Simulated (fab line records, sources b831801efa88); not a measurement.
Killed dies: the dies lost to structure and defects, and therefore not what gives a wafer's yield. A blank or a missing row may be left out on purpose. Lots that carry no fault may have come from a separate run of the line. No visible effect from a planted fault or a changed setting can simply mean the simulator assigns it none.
Shared-tool check | flow sky130 | 36 wafers sampled across 12 lots

REASON IT WAS OPENED
2 of 12 lots carry a flag on the reading SD_N_RS at SKY_SD_N_RS_MEAS_16. Fault-free wafers read 68.52 ohm/sq, with a standard deviation of 0.17.
Rule: a lot is flagged in two cases, either no wafer of it has a number, or all its wafers with numbers fall more than 4 standard deviations from that mean. The other lots count as sound.

lot  | measured     | on            | SD_N_RS (ohm/sq), wafer by wafer | flag
L878 | day 28 01:43 | film_metro-04 | 68.40 68.58 68.53                |
L881 | day 28 13:10 | film_metro-03 | 68.62 68.54 68.58                |
L880 | day 28 17:28 | film_metro-02 | 68.37 68.36 68.36                |
L882 | day 29 00:19 | film_metro-02 | 68.43 68.56 68.53                |
L885 | day 30 11:34 | film_metro-02 | 68.24 68.25 68.23                |
L886 | day 30 11:50 | film_metro-04 | 68.59 68.58 68.53                |
L887 | day 30 18:59 | film_metro-04 | 68.46 68.57 68.57                |
L888 | day 31 07:37 | film_metro-04 | 68.75 68.70 68.72                |
L892 | day 32 13:01 | film_metro-03 | 69.95 69.86 70.10                | FLAGGED
L893 | day 32 19:08 | film_metro-02 | 69.80 69.61 69.70                | FLAGGED
L899 | day 34 15:23 | film_metro-02 | 68.45 68.07 68.37                |
L901 | day 35 13:07 | film_metro-04 | 68.65 68.70 68.63                |
Average over the flagged lots: 69.84 ohm/sq; offset from the usual +1.32 ohm/sq, equal to +8 standard deviations.

LOT BY LOT: THE TOOL USED
The record holds 1 process step before the reading, out of a route of 708 steps. In each cell: the tool, then ch and the chambers that the sampled wafers went through, then the start.
lot  | flag    | SKY_SD_N_IMPLANT_10
L878 |         | implanter-03 ch 0, day 28 01:11
L881 |         | implanter-03 ch 0, day 28 12:37
L880 |         | implanter-01 ch 0, day 28 16:56
L882 |         | implanter-01 ch 0, day 28 23:44
L885 |         | implanter-02 ch 0, day 30 11:02
L886 |         | implanter-01 ch 0, day 30 11:15
L887 |         | implanter-02 ch 0, day 30 18:28
L888 |         | implanter-01 ch 0, day 31 07:05
L892 | FLAGGED | implanter-01 ch 0, day 32 12:28
L893 | FLAGGED | implanter-01 ch 0, day 32 18:36
L899 |         | implanter-03 ch 0, day 34 14:52
L901 |         | implanter-01 ch 0, day 35 12:35
What is done by these steps:
- SKY_SD_N_IMPLANT_10
- SKY_SD_N_RS_MEAS_16: measures by four-point-probe.

FLAGGED AGAINST TOTAL, ONE TOOL AT A TIME (gauges that did the reading follow at the end)
step                | tool          | lots run | flagged | share of the flagged lots | sound lots run after its first flagged lot
SKY_SD_N_IMPLANT_10 | implanter-01  | 7        | 2       | all                       | 1 (L901)
SKY_SD_N_IMPLANT_10 | implanter-02  | 2        | 0       | none                      | -
SKY_SD_N_IMPLANT_10 | implanter-03  | 3        | 0       | none                      | -
SKY_SD_N_RS_MEAS_16 | film_metro-02 | 5        | 1       | some                      | 1 (L899)
SKY_SD_N_RS_MEAS_16 | film_metro-03 | 2        | 1       | some                      | 0
SKY_SD_N_RS_MEAS_16 | film_metro-04 | 5        | 0       | none                      | -

THE TABLE: WHAT IT ALLOWS
In the table, 1 row covers all flagged lots: implanter-01 at SKY_SD_N_IMPLANT_10.
- implanter-01 at SKY_SD_N_IMPLANT_10: 2 of its 7 lots flagged. After the first flagged lot (L901), sound lots still ran on it; a lasting fault on the whole tool would not permit that. Its own readings (dose_ions_cm2, faraday_current_uA) fall more than 4 standard deviations out on all wafers of the flagged lots.
Every row of the table either missed a flagged lot or ran a sound lot after the first.

WHAT WAS PUT IN BY THE SIMULATOR
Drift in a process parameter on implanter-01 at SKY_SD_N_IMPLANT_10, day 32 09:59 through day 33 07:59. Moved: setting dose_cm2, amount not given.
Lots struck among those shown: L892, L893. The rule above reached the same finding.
